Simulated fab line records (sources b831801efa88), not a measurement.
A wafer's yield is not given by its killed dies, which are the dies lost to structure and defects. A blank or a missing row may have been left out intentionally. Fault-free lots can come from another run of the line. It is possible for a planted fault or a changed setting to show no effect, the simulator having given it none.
fab line records -- flow sky130
record: lots: 5, wafers: 15, last_day: 50
route steps=708 shown VIA3@588 METAL4@598 CAP2M@603 PAD_OPEN@708
lots untouched by any fault: they come from a run of this same line in which no faults occurred
start_h: hours from the record's opening day to when the first of the lot's shown wafers began -- wait_h: time in hours since the lot's previous step -- " identical to the entry in the row above -- L1.1+2: one row covering several wafers at once -- - value missing, or start not given -- * or withheld: withheld -- < > ~ a bound
route shown NAME@n: a module of which the file shows steps, and the number in the route of the first -- usual: the fault-free wafers' mean and standard deviation -- same: alike in all rows -- chamber/n: place in a boat -- sites: per-site readings -- _std_site: how widely they spread, as a standard deviation -- _edge_site: outer sites' mean less inner sites' -- radius_mm: for every site, how far away it sits from the centre of the wafer -- mask NAME#n: copy n -- behind: tool/chamber where the wafer was last shaped -- hold: reason for holding the lot/hours on hold/outcome of the hold -- device: the transistor (n, p or np) that didn't switch -- end of line: the same wafers' tests at the end of the route -- a step given without rows: its recipe and nothing more -- killed: not the wafer's yield, but the dies lost to structure and defects at the first sort -- map: a wafer's dies, marking killed ones x, the rest . and places with no die _
set.NAME: the setting as run; set.NAME@STEP: as run at that earlier step -- model.NAME: the simulator's own value behind a step, which no gauge read
lots at some steps of the route; a table a step, a row a wafer
services: a tool's chamber out of use, with start hour (start_h, from the record's first day; less than 0 if before it), hours out, and reason
== steps ==
step: SKY_VIA3_ETCH_15
recipe: target: SiO2, chemistry: C4F8/O2/Ar, target_depth_nm: 507, stop_on: TiN, mask_material: KrF-thick, source_w: 1500, bias_w: 1200, pressure_mtorr: 40, c4f8_flow_sccm: withheld, O2_flow_sccm: 6, Ar_flow_sccm: 300, time_s: 78
step: SKY_VIA3_STRIP_16
recipe: chemistry: O2/N2, power_w: 1400, pressure_mtorr: 1500, platen_temp_c: withheld, o2_flow_sccm: 3000, n2_flow_sccm: 300, overash_fraction: 0.5
step: SKY_VIA3_STRIP_17
recipe: chemistry: post_etch_residue_remover, time_s: 1200, temp_c: 72.5
step: SKY_VIA3_CLEAN_18
recipe: chemistry: IPA, time_s: 180, temp_c: 25
step: SKY_VIA3_CLEAN_19
recipe: chemistry: O3/DIW, dry: n2_spin
step: SKY_VIA3_SPUTTER_20
recipe: material: TiN, target_thk_nm: 20, chamber_pressure_pa: 5, power_w: 4000, time_s: 80
step: SKY_VIA3_CVD_21
recipe: material: W, target_thk_nm: 390, time_s: 117.31, temp_c: 400, pressure_torr: 40
step: SKY_VIA3_CMP_24
recipe: stop_on: SiO2, t_overpolish_s: 20, down_force_psi: 3.5, platen_rpm: 60, target_thk_nm: 0, pad_velocity_m_s: 0.94248
step: SKY_METAL4_SPUTTER_00
recipe: material: Ti, target_thk_nm: 15, power_w: 3000, time_s: 10, chamber_pressure_pa: 0.4
step: SKY_METAL4_SPUTTER_01
recipe: material: TiN, target_thk_nm: 20, power_w: 6500, time_s: 16.7, chamber_pressure_pa: 0.4
step: SKY_METAL4_SPUTTER_02
recipe: material: AlCu, target_thk_nm: 735, power_w: 10600, time_s: 39.1, chamber_pressure_pa: 0.4
usual: throttle_valve_pct: 30.1/0.96
lot.wafer,tool,chamber,start_h,wait_h,throttle_valve_pct
L718.4,pvd_sputter-04,-,961.82,0.0,30.5
L718.5,pvd_sputter-04,-,961.82,0.0,28.1
L718.6,pvd_sputter-04,-,961.82,0.0,30.3
L722.2,pvd_sputter-03,-,1014.21,0.0,31.2
L722.4,pvd_sputter-03,-,1014.21,0.0,29.7
L722.6,pvd_sputter-03,-,1014.21,0.0,29.6
L733.1,pvd_sputter-03,-,1061.28,0.0,29.4
L733.2,pvd_sputter-03,-,1061.28,0.0,29.9
L733.5,pvd_sputter-03,-,1061.28,0.0,31.3
L734.1,pvd_sputter-03,-,1068.07,0.0,30.0
L734.3,pvd_sputter-03,-,1068.07,0.0,29.8
L734.6,pvd_sputter-03,-,1068.07,0.0,30.0
L735.2,pvd_sputter-03,-,1075.90,0.0,30.0
L735.4,pvd_sputter-03,-,1075.90,0.0,31.2
L735.6,pvd_sputter-03,-,1075.90,0.0,30.0
step: SKY_METAL4_SPUTTER_03
recipe: material: Ti, target_thk_nm: 5, power_w: 3000, time_s: 3.3, chamber_pressure_pa: 0.4
step: SKY_METAL4_SPUTTER_04
recipe: material: TiN, target_thk_nm: 70, power_w: 6500, time_s: 58.3, chamber_pressure_pa: 0.4
step: SKY_CAP2M_CVD_00
recipe: material: SiO2, target_thk_nm: 15.5, temp_c: 400, time_s: withheld, rf_w: 450
step: SKY_CAP2M_SPUTTER_02
recipe: material: TiN, target_thk_nm: 200, temp_c: 300, power_w: 6500, time_s: 166.7, chamber_pressure_pa: 0.4
step: SKY_CAP2M_DEHYDRATE_05
recipe: temp_c: 200, time_s: 60
step: SKY_CAP2M_HMDS_06
recipe: prime_time_s: 60, prime_temp_c: 120
step: SKY_CAP2M_COAT_07
recipe: resist: NOVOLAK, spin_rpm: 3000, resist_thk_nm: 1140
step: SKY_CAP2M_SOFTBAKE_08
recipe: temp_c: 90, time_s: 60, resist: NOVOLAK
step: SKY_CAP2M_EXPOSE_09
recipe: mask_id: CAP2M, na: 0.6, source_shape: conventional, sigma_outer: 0.6, polarization: unpolarized, target_cd_nm: 1000, dose_mj: 159
step: SKY_CAP2M_PEB_10
recipe: temp_c: withheld, time_s: *, resist: NOVOLAK
step: SKY_CAP2M_DEVELOP_11
recipe: resist: NOVOLAK, developer: TMAH, develop_time_s: 60, dev_temp_c: 23
step: SKY_CAP2M_METAL_ETCH_13
recipe: target_depth_nm: 220, stop_on: SiO2, chemistry: Cl2/BCl3, target: TiN, pressure_mtorr: 10, icp_w: 900, bias_w: 48.5, Cl2_flow_sccm: 60, bcl3_flow_sccm: 30, time_s: 62.9
step: SKY_CAP2M_STRIP_14
recipe: chemistry: O2/N2, power_w: 1400, pressure_mtorr: 1500, platen_temp_c: withheld, o2_flow_sccm: 3000, n2_flow_sccm: 300, overash_fraction: 0.5
step: SKY_CAP2M_STRIP_15
recipe: chemistry: post_etch_residue_remover, time_s: 1200, temp_c: 72.5
step: SKY_CAP2M_CLEAN_16
recipe: chemistry: IPA, time_s: 180, temp_c: 25
step: SKY_CAP2M_CLEAN_17
recipe: chemistry: O3/DIW, dry: n2_spin
step: SKY_METAL4_DEHYDRATE_05
recipe: temp_c: 200, time_s: 60
step: SKY_METAL4_HMDS_06
recipe: prime_time_s: 60, prime_temp_c: 120
step: SKY_METAL4_COAT_07
recipe: resist: BARC, temp_c: withheld, time_s: withheld, spin_rpm: 3000, resist_thk_nm: 60
step: SKY_METAL4_COAT_08
recipe: resist: KrF-thick, spin_rpm: 3000, resist_thk_nm: 1140
step: SKY_METAL4_SOFTBAKE_09
recipe: temp_c: 100, time_s: 90, resist: KrF-thick
step: SKY_METAL4_EXPOSE_10
recipe: mask_id: MM4, na: 0.68, source_shape: annular, sigma_inner: 0.4, sigma_outer: 0.8, target_cd_nm: 300, dose_mj: 28
step: SKY_METAL4_PEB_11
recipe: peb_temp_c: withheld, peb_time_s: withheld, resist: KrF-thick
step: SKY_METAL4_DEVELOP_12
recipe: develop_time_s: 60, resist: KrF-thick, dev_temp_c: 21
step: SKY_PAD_OPEN_PROBE_99
usual: defect_limited_yield: 82.5/1.8, killed_at_M0_to_M3: 42/6.6, killed_at_M4_up: 3.0/1.8, killed_at_contacts: 25/5.1, killed_at_front_end: 15/4.4, killed_at_other: 0.3/0.56, killed_dies: 86/8.6, killed_open: 47/6.9, killed_short: 38/6, sort_bin_3_pad_short: 0.8/0.42, sort_bin_5_function: 10.6/1.5, sort_bin_6_memory: 6.1/1.1, sort_n_pass: 406/8.6, sort_yield_pct: 82.5/1.8
same: gross_dies: 492, killed_at_back_side: 0, sort_bin_4_leakage[%]: 0, sort_bin_8_speed[%]: 0
lot.wafer,tool,chamber,start_h,wait_h,defect_limited_yield[%],killed_at_M0_to_M3,killed_at_M4_up,killed_at_contacts,killed_at_front_end,killed_at_other,killed_dies,killed_open,killed_short,sort_bin_3_pad_short[%],sort_bin_5_function[%],sort_bin_6_memory[%],sort_n_pass,sort_yield_pct[%],model.etest.tester.sort_n_pass,model.etest.tester.sort_yield_pct,model.etest.tester.sort_bin_5_pct,model.etest.tester.sort_bin_3_pct
L718.4,prober-02,-,1100.68,0.2,80.9,46,6,22,20,0,94,47,47,2.0,10.6,6.5,398,80.9,398,80.89,10.57,2.033
L718.5,prober-02,-,1100.73,0.2,81.1,48,2,28,15,0,93,47,46,1.0,11.4,6.5,399,81.1,399,81.1,11.38,1.016
L718.6,prober-02,-,1100.78,0.2,83.9,32,2,19,26,0,79,35,44,0.8,8.5,6.7,413,83.9,413,83.94,8.537,0.813
L722.2,prober-02,-,1145.31,0.1,82.3,34,7,26,20,0,87,53,34,1.6,9.1,6.9,405,82.3,405,82.32,9.146,1.626
L722.4,prober-02,-,1145.41,0.2,81.7,42,4,29,14,1,90,54,36,0.8,11.4,6.1,402,81.7,402,81.71,11.38,0.813
L722.6,prober-02,-,1145.51,0.2,82.7,49,2,22,11,1,85,44,40,1.0,10.4,5.9,407,82.7,407,82.72,10.37,1.016
L733.1,prober-01,-,1182.81,0.1,73.0,35,54,29,15,0,133,46,37,4.1,17.1,5.9,359,73.0,359,72.97,17.07,4.065
L733.2,prober-01,-,1182.86,0.1,74.4,42,52,19,12,1,126,43,34,2.2,16.5,6.9,366,74.4,366,74.39,16.46,2.236
L733.5,prober-01,-,1183.01,0.2,75.8,34,52,19,13,1,119,34,35,2.0,16.5,5.7,373,75.8,373,75.81,16.46,2.033
L734.1,prober-02,-,1187.59,0.1,74.0,28,61,27,12,0,128,39,32,1.0,19.3,5.7,364,74.0,364,73.98,19.31,1.016
L734.3,prober-02,-,1187.69,0.2,74.0,35,45,37,11,0,128,50,33,2.8,17.3,5.9,364,74.0,364,73.98,17.28,2.846
L734.6,prober-02,-,1187.84,0.2,74.8,35,51,23,15,0,124,49,26,1.8,16.9,6.5,368,74.8,368,74.8,16.87,1.829
L735.2,prober-01,-,1194.68,0.1,75.8,37,45,25,12,0,119,52,25,1.8,15.7,6.7,373,75.8,373,75.81,15.65,1.829
L735.4,prober-01,-,1194.78,0.2,73.4,40,52,26,10,3,131,50,32,1.4,18.9,6.3,361,73.4,361,73.37,18.9,1.423
L735.6,prober-01,-,1194.88,0.2,73.2,41,53,21,17,0,132,38,43,2.8,17.5,6.5,360,73.2,360,73.17,17.48,2.846
killed by level:class
L718.4 CONTACT:geometric_particle:open=10 METAL1:geometric_particle:short=7 VIA3:geometric_particle:open=7 VIA1:geometric_particle:open=6 LI_CONTACT:geometric_particle:open=5 VIA2:geometric_particle:open=5 METAL2:geometric_particle:short=5 METAL3:geometric_particle:short=5
L718.5 LI_CONTACT:geometric_particle:open=9 VIA1:geometric_particle:open=9 METAL2:geometric_particle:short=8 CONTACT:geometric_particle:open=7 METAL1:geometric_particle:short=7 VIA3:geometric_particle:open=6 POLY_GATE:geometric_particle:short=5 CONTACT:geometric_particle:short=5
L718.6 VIA3:geometric_particle:open=9 CONTACT:geometric_particle:open=8 FIELD_ISO:geometric_particle:short=6 FIELD_ISO:geometric_particle:open=5 POLY_GATE:geometric_particle:open=5 METAL1:geometric_particle:short=5 VIA1:geometric_particle:short=5 POLY_GATE:geometric_particle:short=4
L722.2 VIA1:geometric_particle:open=15 FIELD_ISO:geometric_particle:open=9 CONTACT:geometric_particle:open=9 METAL4:geometric_particle:short=7 FIELD_ISO:geometric_particle:short=6 LI_CONTACT:geometric_particle:open=5 VIA2:geometric_particle:open=5 CONTACT:geometric_particle:short=4
L722.4 CONTACT:geometric_particle:open=12 VIA3:geometric_particle:open=11 LI_CONTACT:geometric_particle:open=8 VIA1:geometric_particle:open=7 METAL2:geometric_particle:short=7 CONTACT:geometric_particle:short=5 SPACER:geometric_particle:short=4 FIELD_ISO:geometric_particle:open=3
L722.6 CONTACT:geometric_particle:open=10 VIA3:geometric_particle:open=8 VIA1:geometric_particle:short=8 VIA1:geometric_particle:open=7 METAL2:geometric_particle:short=6 VIA2:geometric_particle:open=5 LI_CONTACT:geometric_particle:open=4 CONTACT:geometric_particle:short=4
L733.1 METAL4:unspecified=50 CONTACT:geometric_particle:open=10 VIA2:geometric_particle:open=7 METAL1:geometric_particle:short=7 VIA1:geometric_particle:open=6 CONTACT:geometric_particle:short=6 POLY_GATE:geometric_particle:open=4 LI_CONTACT:geometric_particle:open=4
L733.2 METAL4:unspecified=49 VIA2:geometric_particle:open=10 VIA1:geometric_particle:open=8 LI_CONTACT:geometric_particle:open=7 CONTACT:geometric_particle:open=6 METAL1:geometric_particle:short=6 METAL2:geometric_particle:short=5 FIELD_ISO:geometric_particle:open=4
L733.5 METAL4:unspecified=50 METAL1:geometric_particle:short=9 CONTACT:geometric_particle:open=8 LI_CONTACT:geometric_particle:open=6 VIA1:geometric_particle:open=5 POLY_GATE:geometric_particle:short=4 VIA2:geometric_particle:short=4 METAL3:geometric_particle:short=4
L734.1 METAL4:unspecified=57 CONTACT:geometric_particle:open=11 VIA1:geometric_particle:open=7 LI_CONTACT:geometric_particle:open=6 LOCAL_INTERCONNECT:geometric_particle:short=5 VIA1:geometric_particle:short=4 VIA2:geometric_particle:short=4 FIELD_ISO:geometric_particle:open=3
L734.3 METAL4:unspecified=45 CONTACT:geometric_particle:open=14 LI_CONTACT:geometric_particle:open=11 VIA1:geometric_particle:open=9 METAL1:geometric_particle:short=7 VIA2:geometric_particle:open=7 LOCAL_INTERCONNECT:geometric_particle:short=6 LI_CONTACT:geometric_particle:short=4
L734.6 METAL4:unspecified=49 CONTACT:geometric_particle:open=10 VIA1:geometric_particle:open=7 VIA3:geometric_particle:open=7 LI_CONTACT:geometric_particle:open=6 VIA1:geometric_particle:short=5 FIELD_ISO:geometric_particle:open=5 POLY_GATE:geometric_particle:open=4
L735.2 METAL4:unspecified=42 CONTACT:geometric_particle:open=15 METAL2:geometric_particle:short=9 VIA2:geometric_particle:open=8 VIA1:geometric_particle:open=7 LI_CONTACT:geometric_particle:open=5 FIELD_ISO:geometric_particle:short=4 FIELD_ISO:geometric_particle:open=4
L735.4 METAL4:unspecified=49 VIA1:geometric_particle:open=11 CONTACT:geometric_particle:open=10 VIA2:geometric_particle:open=9 LI_CONTACT:geometric_particle:open=7 POLY_GATE:geometric_particle:open=5 VIA3:geometric_particle:open=5 LOCAL_INTERCONNECT:geometric_particle:short=4
L735.6 METAL4:unspecified=51 CONTACT:geometric_particle:open=12 VIA2:geometric_particle:open=8 METAL1:geometric_particle:short=6 VIA1:geometric_particle:open=6 VIA1:geometric_particle:short=6 FIELD_ISO:geometric_particle:short=5 CONTACT:geometric_particle:short=5
map L733.1 (x killed, . not)
__________.....x...x_________
________.x.x..x......._______
______........xxx.x.x..x_____
_____.....x..............____
____.......xx.....x..x....___
___.....x.x......xxxx......__
__............x.x....x...x.._
_x...................x..x....
_..........x.x............x..
_.....x..x.....x....x........
_x.....x....x......xxxx.x....
_..x...x..........xxxxxx.....
_.........x.x..xxxx.xxxxxxxx.
_.x...x.x.....x...xxxxxxxx.x.
_.x..x...x......xxxxxxxxxx...
__..xx..........xxxxxxx.xx.._
___...x...x...xx...xxxxxx..__
____......x...x....xx..xx.___
_____xx......x.....xxx...____
______x.....xx..x....x.._____
________......x..x..x._______
__________.........._________
map L734.1 (x killed, . not)
__________.....x...._________
________........x..x.._______
______.................x_____
_____x....x.x..........x.____
____.......x.x.x....xx...x___
___..xxxxx.x......x...x..x.__
__x.........x.....x.x......._
_...x.x..xxxxxx...xx.......x.
_......xxxxxxxxx...x......xxx
_....x.xxxxxxxxxxxx......x..x
_......xxxxxxxxxx............
_x.....xxxxxxxxx.............
_.......xxxxxxxxx............
_.......x.x.......x...xx.....
_..x..xxx..xx..x.xx.........x
__.....x...........x........_
___.x.x..x...........x....x__
____......x...x.x.........___
_____...x...........x....____
______..............x..._____
________........x..x.._______
__________....x...xx_________
== services ==
tool,chamber,start_h,hours,kind
pvd_sputter-04,-,991.57,2.5,repair
pvd_sputter-04,0,1026.27,-,consumable_replace:kit
pvd_sputter-04,0,1026.27,18.0,scheduled_down
pvd_sputter-04,0,1026.27,18.0,vent_cycle
pvd_sputter-03,0,1068.17,-,consumable_replace:kit
pvd_sputter-03,0,1068.17,18.0,scheduled_down
pvd_sputter-03,0,1068.17,18.0,vent_cycle
== key ==
first_sign: step: SKY_PAD_OPEN_PROBE_99, reading: killed_at_M4_up, direction: up, sigmas: 28, usual: 3.0, struck: 51.7
effect: step: SKY_PAD_OPEN_PROBE_99, reading: defect_limited_yield, direction: down, sigmas: 4.7, usual: 82.5, struck: 74.3
model_effect: step: SKY_PAD_OPEN_PROBE_99, value: etest.tester.sort_n_pass, without: 407.8, struck: 365.3
met_at SKY_METAL4_SPUTTER_02
struck_wafers L733.1,L733.2,L733.5,L734.1,L734.3,L734.6,L735.2,L735.4,L735.6
onset_between 1014.21 1061.28
also_fits time
fault: kind: chamber_particle_source, tool: pvd_sputter-03, chamber: -, onset_h: 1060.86, steps: SKY_METAL4_SPUTTER_02, rate_per_visit_cm2: 0.63886, end_h: 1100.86
